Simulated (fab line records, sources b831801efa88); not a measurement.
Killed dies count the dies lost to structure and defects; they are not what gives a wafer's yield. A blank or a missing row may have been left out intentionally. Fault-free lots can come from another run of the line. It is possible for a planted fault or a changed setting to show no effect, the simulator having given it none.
fab line records + flow gf180mcu
[record]
- lots = 11
- wafers = 33
- last-day = 34
route steps=602 shown M4@471 MIM@510
lots that met no fault: from a run of the same line without faults
start-h: hours from the record's first day to the start of the lot's first wafer shown + wait-h: hours elapsed since this lot's preceding step + " same as the row above + L1.1+2: a row that stands for several wafers + - either no value or no given start + * or withheld: withheld + < > ~ a bound
route shown NAME@n: a module of which the file shows steps, and the number in the route of the first + usual: mean/standard deviation taken from wafers without a fault + same: alike in all rows + chamber/n: place in a boat + sites: per-site readings + _std_site: standard deviation across them + _edge_site: the outer-site mean with the inner-site mean subtracted + radius-mm: how far each site lies from the wafer's centre + mask NAME#n: copy n + behind: tool/chamber where the wafer was last shaped + hold: reason for holding the lot/hours on hold/outcome of the hold + device: whichever transistor did not switch (one of n, p or np) + end of line: tests run on the same wafers once the route is complete + a step with no rows: only its recipe + killed: dies lost to structure and defects at the first sort, not the wafer's yield + map: a wafer's dies, marking killed ones x, the rest . and places with no die _
set.NAME: the setting the step ran with; set.NAME@STEP: the setting that earlier step ran with + model.NAME: the simulator's own value behind a step, which no gauge read
one table for each step of the route and one row for each wafer, over a sample of lots
services: from which hour (start-h, from the record's first day; less than 0 if before it) a tool's chamber was out of use, for how many hours, and why
[[steps]]
[step GF_M4_OVL_MEAS_15]
[usual]
- M4_OVL = 0/5.2
| lot.wafer | tool       | chamber | start-h | wait-h | M4_OVL[nm] |
|-----------|------------|---------|---------|--------|------------|
| L337.1    | overlay-02 | -       | 550.46  | 0.1    | 15         |
| L337.4    | "          | -       | "       | "      | 0          |
| L337.6    | "          | -       | "       | "      | 4          |
| L338.1    | overlay-01 | -       | 556.25  | 0.1    | -8         |
| L338.2    | "          | -       | "       | "      | -6         |
| L338.5    | "          | -       | "       | "      | -2         |
| L341.1    | overlay-02 | -       | 581.42  | 0.1    | 7          |
| L341.5    | "          | -       | "       | "      | 3          |
| L341.6    | "          | -       | "       | "      | 0          |
| L345.1    | overlay-01 | -       | 634.75  | 0.1    | 3          |
| L345.3    | "          | -       | "       | "      | 7          |
| L345.6    | "          | -       | "       | "      | 11         |
| L348.1    | overlay-01 | -       | 644.51  | 0.1    | -3         |
| L348.4    | "          | -       | "       | "      | -1         |
| L348.5    | "          | -       | "       | "      | -6         |
| L349.2    | overlay-02 | -       | 652.82  | 0.1    | 7          |
| L349.3    | "          | -       | "       | "      | 3          |
| L349.6    | "          | -       | "       | "      | 1          |
| L350.2    | overlay-01 | -       | 653.32  | 0.1    | -9         |
| L350.3    | "          | -       | "       | "      | -8         |
| L350.5    | "          | -       | "       | "      | -6         |
| L352.1    | overlay-02 | -       | 666.46  | 0.1    | 10         |
| L352.2    | "          | -       | "       | "      | 9          |
| L352.5    | "          | -       | "       | "      | 11         |
| L354.1    | overlay-01 | -       | 688.56  | 0.1    | 6          |
| L354.5    | "          | -       | "       | "      | 5          |
| L354.6    | "          | -       | "       | "      | 6          |
| L355.2    | overlay-02 | -       | 696.18  | 0.1    | 1          |
| L355.5    | "          | -       | "       | "      | -2         |
| L355.6    | "          | -       | "       | "      | 0          |
| L356.2    | overlay-02 | -       | 703.57  | 0.1    | -4         |
| L356.4    | "          | -       | "       | "      | 1          |
| L356.6    | "          | -       | "       | "      | -2         |
[step GF_M4_METAL_ETCH_16]
[recipe]
- chemistry = Cl2/BCl3
- mask-material = KrF
- target-depth-nm = 750.8
- stop-on = SiO2
- pressure-mtorr = 8
- icp-w = 800
- bias-w = 140
- Cl2_flow_sccm = 80
- bcl3-flow-sccm = 40
- time-s = 125.1
[usual]
- drypump-motor-current-A = 5.5/0.36
- oes-product-au = 0.987/0.0083
- throttle-valve-pct = 28.235/0.013
| lot.wafer | tool         | chamber | start-h | wait-h | drypump-motor-current-A | oes-product-au | rf-hours-counter-h | throttle-valve-pct |
|-----------|--------------|---------|---------|--------|-------------------------|----------------|--------------------|--------------------|
| L337.1    | rie-metal-01 | 0       | 550.50  | 0.0    | 5.2                     | 0.990          | 1                  | 28.239             |
| L337.4    | "            | 0       | "       | "      | 5.2                     | 0.986          | -                  | 28.231             |
| L337.6    | "            | 0       | "       | "      | 5.2                     | 0.994          | -                  | 28.216             |
| L338.1    | rie-metal-01 | 1       | 556.28  | 0.0    | 5.5                     | 0.990          | 0                  | 28.220             |
| L338.2    | "            | 0       | "       | "      | 5.2                     | 0.988          | 2                  | 28.236             |
| L338.5    | "            | 1       | "       | "      | 5.5                     | 0.984          | -                  | 28.208             |
| L341.1    | rie-metal-03 | 1       | 581.46  | 0.0    | 5.1                     | 0.975          | 11                 | 28.255             |
| L341.5    | "            | 1       | "       | "      | 5.1                     | 0.986          | -                  | 28.251             |
| L341.6    | "            | 0       | "       | "      | 6.0                     | 0.994          | -                  | 28.227             |
| L345.1    | rie-metal-02 | 1       | 634.78  | 0.0    | 5.8                     | 0.976          | 11                 | 28.209             |
| L345.3    | "            | 0       | "       | "      | 5.3                     | 0.990          | -                  | 28.238             |
| L345.6    | "            | 0       | "       | "      | 5.3                     | 0.994          | -                  | 28.229             |
| L348.1    | rie-metal-01 | 0       | 644.55  | 0.0    | 5.2                     | 0.989          | 4                  | 28.232             |
| L348.4    | "            | 0       | "       | "      | 5.2                     | 0.990          | -                  | 28.211             |
| L348.5    | "            | 0       | "       | "      | 5.2                     | 0.987          | -                  | 28.239             |
| L349.2    | rie-metal-03 | 0       | 652.85  | 0.0    | 6.0                     | 0.989          | 8                  | 28.226             |
| L349.3    | "            | 1       | "       | "      | 5.1                     | 0.977          | -                  | 28.252             |
| L349.6    | "            | 0       | "       | "      | 6.0                     | 0.985          | -                  | 28.221             |
| L350.2    | rie-metal-02 | 1       | 653.39  | 0.1    | 5.8                     | 0.988          | -                  | 28.224             |
| L350.3    | "            | 1       | "       | "      | 5.8                     | 0.984          | -                  | 28.222             |
| L350.5    | "            | 1       | "       | "      | 5.8                     | 0.986          | -                  | 28.247             |
| L352.1    | rie-metal-03 | 0       | 666.50  | 0.0    | 6.0                     | 0.983          | 9                  | 28.228             |
| L352.2    | "            | 0       | "       | "      | 6.0                     | 0.989          | -                  | 28.222             |
| L352.5    | "            | 0       | "       | "      | 6.0                     | 0.984          | -                  | 28.250             |
| L354.1    | rie-metal-02 | 0       | 688.60  | 0.0    | 5.3                     | 0.988          | 1                  | 28.225             |
| L354.5    | "            | 0       | "       | "      | 5.3                     | 0.993          | -                  | 28.210             |
| L354.6    | "            | 1       | "       | "      | 5.8                     | 0.989          | -                  | 28.228             |
| L355.2    | rie-metal-01 | 0       | 696.21  | 0.0    | 5.2                     | 0.996          | 6                  | 28.220             |
| L355.5    | "            | 1       | "       | "      | 5.5                     | 0.997          | -                  | 28.234             |
| L355.6    | "            | 0       | "       | "      | 5.2                     | 0.996          | -                  | 28.235             |
| L356.2    | rie-metal-01 | 0       | 703.60  | 0.0    | 5.2                     | 0.999          | 7                  | 28.228             |
| L356.4    | "            | 0       | "       | "      | 5.2                     | 0.989          | -                  | 28.232             |
| L356.6    | "            | 0       | "       | "      | 5.3                     | 0.995          | -                  | 28.235             |
[step GF_MIM_SPUTTER_07]
[recipe]
- material = TiN
- target-thk-nm = 60
- power-w = 6500
- time-s = 50
- chamber-pressure-pa = 0.4
[usual]
- cathode-dc-power-W = 6499.9/1.1
- chamber-pressure-pa = 0.4000/0.0008
- throttle-valve-pct = 29.9/1.1
| lot.wafer | tool           | chamber | start-h | wait-h | cathode-dc-power-W | chamber-pressure-pa | throttle-valve-pct |
|-----------|----------------|---------|---------|--------|--------------------|---------------------|--------------------|
| L337.1    | pvd-sputter-02 | -       | 576.19  | 0.1    | 6501.8             | 0.4013              | 28.9               |
| L337.4    | "              | -       | "       | "      | 6499.3             | 0.4001              | 29.6               |
| L337.6    | "              | -       | "       | "      | 6497.8             | 0.3986              | 29.5               |
| L338.1    | pvd-sputter-01 | -       | 581.29  | 0.1    | 6500.4             | 0.4005              | 29.4               |
| L338.2    | "              | -       | "       | "      | 6500.6             | 0.3983              | 28.5               |
| L338.5    | "              | -       | "       | "      | 6500.6             | 0.4001              | 29.3               |
| L341.1    | pvd-sputter-02 | -       | 605.56  | 0.1    | 6499.9             | 0.3997              | 28.9               |
| L341.5    | "              | -       | "       | "      | 6499.0             | 0.4004              | 29.2               |
| L341.6    | "              | -       | "       | "      | 6499.9             | 0.3990              | 28.5               |
| L345.1    | pvd-sputter-02 | -       | 657.95  | 0.1    | 6501.9             | 0.3994              | 28.4               |
| L345.3    | "              | -       | "       | "      | 6499.0             | 0.4001              | 31.2               |
| L345.6    | "              | -       | "       | "      | 6499.7             | 0.4001              | 29.3               |
| L348.1    | pvd-sputter-02 | -       | 668.00  | 0.1    | 6502.7             | 0.3995              | 28.7               |
| L348.4    | "              | -       | "       | "      | 6498.3             | 0.4015              | 31.3               |
| L348.5    | "              | -       | "       | "      | 6498.7             | 0.3999              | 29.3               |
| L349.2    | pvd-sputter-02 | -       | 675.55  | 0.0    | -                  | -                   | -                  |
| L349.3    | "              | -       | "       | "      | -                  | -                   | -                  |
| L349.6    | "              | -       | "       | "      | -                  | -                   | -                  |
| L350.2    | pvd-sputter-04 | -       | 675.93  | 0.0    | -                  | -                   | -                  |
| L350.3    | "              | -       | "       | "      | -                  | -                   | -                  |
| L350.5    | "              | -       | "       | "      | -                  | -                   | -                  |
| L352.1    | pvd-sputter-01 | -       | 688.52  | 0.1    | 6501.2             | 0.3999              | 28.9               |
| L352.2    | "              | -       | "       | "      | 6499.4             | 0.4003              | 30.3               |
| L352.5    | "              | -       | "       | "      | 6498.5             | 0.3989              | 29.4               |
| L354.1    | pvd-sputter-04 | -       | 709.56  | 0.1    | 6500.3             | 0.3995              | 29.8               |
| L354.5    | "              | -       | "       | "      | 6499.6             | 0.4009              | 31.2               |
| L354.6    | "              | -       | "       | "      | 6502.0             | 0.3988              | 29.8               |
| L355.2    | pvd-sputter-01 | -       | 717.43  | 0.0    | 6499.8             | 0.4005              | 29.5               |
| L355.5    | "              | -       | "       | "      | 6497.7             | 0.4011              | 31.7               |
| L355.6    | "              | -       | "       | "      | 6501.4             | 0.4003              | 28.7               |
| L356.2    | pvd-sputter-02 | -       | 724.90  | 0.0    | 6501.4             | 0.3995              | 28.5               |
| L356.4    | "              | -       | "       | "      | 6498.9             | 0.4016              | 29.3               |
| L356.6    | "              | -       | "       | "      | 6501.3             | 0.4011              | 29.4               |
[step GF_MIM_SPUTTER_09]
[recipe]
- material = TiN
- target-thk-nm = 35
- power-w = 6500
- time-s = 29.2
- chamber-pressure-pa = 0.4
[usual]
- cathode-dc-power-W = 6500.1/1.2
- chamber-pressure-pa = 0.4000/0.00085
- throttle-valve-pct = 29.9/1.1
| lot.wafer | tool           | chamber | start-h | wait-h | cathode-dc-power-W | chamber-pressure-pa | throttle-valve-pct |
|-----------|----------------|---------|---------|--------|--------------------|---------------------|--------------------|
| L337.1    | pvd-sputter-02 | -       | 576.26  | 0.0    | 6500.8             | 0.3997              | 28.6               |
| L337.4    | "              | -       | "       | "      | 6500.1             | 0.4009              | 29.2               |
| L337.6    | "              | -       | "       | "      | 6500.9             | 0.4007              | 29.5               |
| L338.1    | pvd-sputter-01 | -       | 581.36  | 0.0    | 6500.4             | 0.3999              | 29.4               |
| L338.2    | "              | -       | "       | "      | 6500.6             | 0.3997              | 28.6               |
| L338.5    | "              | -       | "       | "      | 6500.8             | 0.3998              | 29.3               |
| L341.1    | pvd-sputter-02 | -       | 605.62  | 0.0    | 6500.4             | 0.3992              | 28.9               |
| L341.5    | "              | -       | "       | "      | 6500.8             | 0.4001              | 29.1               |
| L341.6    | "              | -       | "       | "      | 6501.1             | 0.4005              | 28.6               |
| L345.1    | pvd-sputter-02 | -       | 658.02  | 0.0    | 6501.6             | 0.4000              | 28.2               |
| L345.3    | "              | -       | "       | "      | 6499.4             | 0.3984              | 31.0               |
| L345.6    | "              | -       | "       | "      | 6501.8             | 0.3998              | 29.2               |
| L348.1    | pvd-sputter-02 | -       | 668.07  | 0.0    | 6500.1             | 0.4000              | 28.6               |
| L348.4    | "              | -       | "       | "      | 6499.5             | 0.3998              | 31.1               |
| L348.5    | "              | -       | "       | "      | 6499.9             | 0.4003              | 29.7               |
| L349.2    | pvd-sputter-02 | -       | 675.62  | 0.0    | 6500.9             | 0.3997              | 28.7               |
| L349.3    | "              | -       | "       | "      | 6501.4             | 0.3989              | 29.3               |
| L349.6    | "              | -       | "       | "      | 6501.3             | 0.3992              | 28.4               |
| L350.2    | pvd-sputter-04 | -       | 676.00  | 0.0    | 6499.7             | 0.3983              | 29.9               |
| L350.3    | "              | -       | "       | "      | 6503.2             | 0.3985              | 31.2               |
| L350.5    | "              | -       | "       | "      | 6499.5             | 0.3993              | 29.8               |
| L352.1    | pvd-sputter-01 | -       | 688.59  | 0.0    | 6499.3             | 0.4003              | 28.8               |
| L352.2    | "              | -       | "       | "      | 6502.3             | 0.4011              | 30.5               |
| L352.5    | "              | -       | "       | "      | 6501.5             | 0.4006              | 29.4               |
| L354.1    | pvd-sputter-04 | -       | 709.62  | 0.0    | 6500.0             | 0.3994              | 30.0               |
| L354.5    | "              | -       | "       | "      | 6501.7             | 0.3988              | 31.0               |
| L354.6    | "              | -       | "       | "      | 6498.8             | 0.4002              | 29.6               |
| L355.2    | pvd-sputter-01 | -       | 717.49  | 0.0    | 6500.8             | 0.4012              | 29.6               |
| L355.5    | "              | -       | "       | "      | 6500.3             | 0.4009              | 31.8               |
| L355.6    | "              | -       | "       | "      | 6499.9             | 0.3996              | 28.9               |
| L356.2    | pvd-sputter-02 | -       | 724.97  | 0.0    | 6500.8             | 0.4016              | 28.1               |
| L356.4    | "              | -       | "       | "      | 6503.2             | 0.4003              | 29.5               |
| L356.6    | "              | -       | "       | "      | 6500.3             | 0.4010              | 29.4               |
[step GF_MIM_METAL_ETCH_19]
[recipe]
- chemistry = Cl2/BCl3
- mask-material = NOVOLAK
- stop-on = Si3N4
- target-depth-nm = 324.5
- pressure-mtorr = 8
- icp-w = 800
- bias-w = 140
- Cl2_flow_sccm = 80
- bcl3-flow-sccm = 40
- time-s = 54.1
[usual]
- drypump-motor-current-A = 5.3/0.35
- oes-product-au = 0.941/0.0061
- throttle-valve-pct = 28.284/0.011
| lot.wafer | tool         | chamber | start-h | wait-h | drypump-motor-current-A | oes-product-au | rf-hours-counter-h | throttle-valve-pct |
|-----------|--------------|---------|---------|--------|-------------------------|----------------|--------------------|--------------------|
| L337.1    | rie-metal-01 | 0       | 597.58  | 0.1    | 5.2                     | 0.946          | 3                  | 28.288             |
| L337.4    | "            | 1       | "       | "      | 5.4                     | 0.946          | -                  | 28.287             |
| L337.6    | "            | 1       | "       | "      | 5.4                     | 0.940          | -                  | 28.274             |
| L338.1    | rie-metal-01 | 0       | 602.33  | 0.1    | 5.2                     | 0.943          | 3                  | 28.296             |
| L338.2    | "            | 1       | "       | "      | 5.5                     | 0.949          | 1                  | 28.283             |
| L338.5    | "            | 1       | "       | "      | 5.4                     | 0.947          | -                  | 28.276             |
| L341.1    | rie-metal-01 | 0       | 626.37  | 0.1    | 5.2                     | 0.939          | 3                  | 28.287             |
| L341.5    | "            | 0       | "       | "      | 5.2                     | 0.946          | -                  | 28.271             |
| L341.6    | "            | 1       | "       | "      | 5.5                     | 0.940          | -                  | 28.291             |
| L345.1    | rie-metal-01 | 0       | 677.15  | 0.1    | 5.2                     | 0.945          | 6                  | 28.290             |
| L345.3    | "            | 0       | "       | "      | 5.2                     | 0.944          | -                  | 28.284             |
| L345.6    | "            | 1       | "       | "      | 5.4                     | 0.944          | -                  | 28.278             |
| L348.1    | rie-metal-01 | 1       | 687.23  | 0.1    | 5.5                     | 0.938          | 4                  | 28.284             |
| L348.4    | "            | 0       | "       | "      | 5.2                     | 0.936          | -                  | 28.301             |
| L348.5    | "            | 0       | "       | "      | 5.2                     | 0.950          | -                  | 28.269             |
| L349.2    | rie-metal-01 | 0       | 693.88  | 0.1    | 5.2                     | 0.988          | 6                  | 28.228             |
| L349.3    | "            | 1       | "       | "      | 5.4                     | 0.991          | -                  | 28.221             |
| L349.6    | "            | 1       | "       | "      | 5.4                     | 1.000          | -                  | 28.220             |
| L350.2    | rie-metal-03 | 0       | 694.25  | 0.1    | 6.0                     | 0.994          | 10                 | 28.236             |
| L350.3    | "            | 1       | "       | "      | 5.1                     | 0.978          | -                  | 28.231             |
| L350.5    | "            | 1       | "       | "      | 5.2                     | 0.980          | -                  | 28.241             |
| L352.1    | rie-metal-03 | 1       | 706.88  | 0.1    | 5.1                     | 0.935          | 1                  | 28.285             |
| L352.2    | "            | 0       | "       | "      | 6.0                     | 0.936          | 11                 | 28.285             |
| L352.5    | "            | 1       | "       | "      | 5.1                     | 0.944          | -                  | 28.270             |
| L354.1    | rie-metal-03 | 1       | 726.63  | 0.1    | 5.1                     | 0.932          | 2                  | 28.300             |
| L354.5    | "            | 1       | "       | "      | 5.1                     | 0.950          | -                  | 28.262             |
| L354.6    | "            | 0       | "       | "      | 6.0                     | 0.939          | -                  | 28.301             |
| L355.2    | rie-metal-03 | 0       | 734.70  | 0.1    | 6.0                     | 0.939          | 12                 | 28.293             |
| L355.5    | "            | 1       | "       | "      | 5.1                     | 0.937          | -                  | 28.277             |
| L355.6    | "            | 0       | "       | "      | 6.0                     | 0.940          | -                  | 28.299             |
| L356.2    | rie-metal-01 | 0       | 741.77  | 0.1    | 5.2                     | 0.938          | -                  | 28.282             |
| L356.4    | "            | 0       | "       | "      | 5.2                     | 0.944          | -                  | 28.273             |
| L356.6    | "            | 0       | "       | "      | 5.2                     | 0.946          | -                  | 28.274             |
[[services]]
| tool           | chamber | start-h | hours | kind                   |
|----------------|---------|---------|-------|------------------------|
| rie-metal-01   | 1       | 540.31  | -     | clean                  |
| rie-metal-01   | 1       | 540.31  | 14.6  | scheduled-down         |
| rie-metal-01   | 1       | 540.31  | 14.6  | vent-cycle             |
| pvd-sputter-02 | 3       | 584.58  | -     | consumable-replace:kit |
| pvd-sputter-02 | 3       | 584.58  | 18.0  | scheduled-down         |
| pvd-sputter-02 | 3       | 584.58  | 18.0  | vent-cycle             |
| rie-metal-02   | 0       | 612.36  | 14.9  | repair                 |
| pvd-sputter-04 | -       | 628.50  | 6.6   | repair                 |
| pvd-sputter-04 | -       | 629.76  | 2.8   | repair                 |
| rie-metal-01   | 1       | 641.52  | 5.0   | repair                 |
| rie-metal-03   | 1       | 655.65  | -     | clean                  |
| rie-metal-03   | 1       | 655.65  | 13.7  | scheduled-down         |
| rie-metal-03   | 1       | 655.65  | 13.7  | vent-cycle             |
| pvd-sputter-04 | -       | 657.28  | 11.7  | repair                 |
| pvd-sputter-01 | 0       | 669.44  | -     | consumable-replace:kit |
| pvd-sputter-01 | 0       | 669.44  | 18.0  | scheduled-down         |
| pvd-sputter-04 | -       | 674.31  | 1.5   | repair                 |
| pvd-sputter-04 | -       | 704.79  | 0.9   | repair                 |
| pvd-sputter-02 | 2       | 706.69  | -     | consumable-replace:kit |
| pvd-sputter-02 | 2       | 706.69  | 18.0  | scheduled-down         |
| pvd-sputter-02 | 2       | 706.69  | 18.0  | vent-cycle             |
| rie-metal-02   | 0       | 722.83  | 21.5  | repair                 |
| rie-metal-02   | -       | 724.50  | 0.2   | repair                 |
| rie-metal-01   | 1       | 734.01  | 10.0  | repair                 |
[[key]]
[first-sign]
- step = GF_MIM_SPUTTER_07
- reading = tool-record
- direction = missing
[effect]
- step = GF_MIM_METAL_ETCH_19
- reading = oes-product-au
- direction = up
- sigmas = 7.8
- usual = 0.941
- struck = 0.988
met-at GF_MIM_SPUTTER_07
struck-lots L349,L350
not-acting-at GF_M4_OVL_MEAS_15,GF_M4_METAL_ETCH_16,GF_MIM_SPUTTER_09
onset-between 668.00 675.55
[fault]
- kind = skipped-step-whole
- tool = pvd-sputter-02,pvd-sputter-04
- chamber = -
- onset-h = 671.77
- steps = GF_MIM_SPUTTER_07
- scope = struck-lots-only
